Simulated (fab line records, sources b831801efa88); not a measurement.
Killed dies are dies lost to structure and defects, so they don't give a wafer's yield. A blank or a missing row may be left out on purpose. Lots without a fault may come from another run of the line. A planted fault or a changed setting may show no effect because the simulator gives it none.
A struck lot beside a sound one | flow gf180mcu | 14 steps out of a route of 602
Sound: wafers L986.1, L986.5, L986.6. Struck: wafers L991.3, L991.4, L991.6. The cause comes at the end.
At each step with rows: each side's tool, then ch and its chambers, then its first start. Under that, the readings that differ: sound wafers | struck wafers | difference of the means | sigmas: that difference in standard deviations of wafers without a fault.
alike: readings whose means differ by less than 2 such deviations, and words and numbers that are the same on both sides. not compared: withheld readings, readings that some wafer has no value for, bounds like >300 that may hide the same value, and numbers for which the record gives no deviation and whose values overlap.
The two part at a step that has a row with sigmas, a row that says differs or no value, or rows on one side only. Numbers that don't overlap but have no deviation are shown without sigmas and don't part them. A reading that every wafer of one side lacks parts them only if that side has two wafers or more.

first, 1 step without rows for these wafers: GF_V5_CVD_00 (deposits SiO2, target thk 300 nm, time 50.87 s).
GF_V5_THK_MEAS_01:
  sound on film_metro-02, day 27 08:19; struck on film_metro-03, day 29 18:50
  alike: V5_CVD_00_THK
GF_V5_CVD_02: deposits SiO2 from TEOS, target thk 1450 nm, time 163.28 s.
  sound on pecvd-04 ch 0,1, day 27 08:22; struck on pecvd-02 ch 0,1,2, day 29 18:52
  reading            | sound       | struck      | difference | sigmas
  heater_power_w (W) | 466 371 503 | 688 721 569 | +213       | +2
  alike: heater_power_outer_w, rf_fwd_power_W
GF_V5_THK_MEAS_03:
  sound on film_metro-03, day 27 08:29; struck on film_metro-02, day 29 18:59
  alike: V5_CVD_02_THK
GF_V5_CMP_04: polishes SiO2.
  sound on cmp-01 ch 0,3, day 27 08:35; struck on cmp-01 ch 0,1,2, day 29 19:02
  alike: motor_current_A
GF_V5_BOW_MEAS_05:
  sound on film_metro-02, day 27 08:50; struck on film_metro-04, day 29 19:22
  alike: V5_BOW
then, 6 steps without rows for these wafers: GF_V5_DEHYDRATE_06 (time 60 s); GF_V5_HMDS_07 (prime time 60 s); GF_V5_COAT_08; GF_V5_COAT_09 (resist thk 1000 nm); GF_V5_SOFTBAKE_10 (time 60 s); GF_V5_EXPOSE_11 (exposes mask Via5, target cd 260 nm).
GF_V5_PEB_12: peb time 90 s.
  sound on litho_track-01 ch 0, day 28 03:53; struck on litho_track-03, day 30 12:59
  no value came back on the struck wafers for chill_plate_temp_C (C), exhaust_pa (Pa); on the sound wafers chill_plate_temp_C (C) reads 23.06 23.02 23.24
then, 1 step without rows for these wafers: GF_V5_DEVELOP_13 (develop time 60 s).

WHERE THEY PART
First at GF_V5_CVD_02; last, within this record, at GF_V5_PEB_12.

WHY: what the simulator had put in
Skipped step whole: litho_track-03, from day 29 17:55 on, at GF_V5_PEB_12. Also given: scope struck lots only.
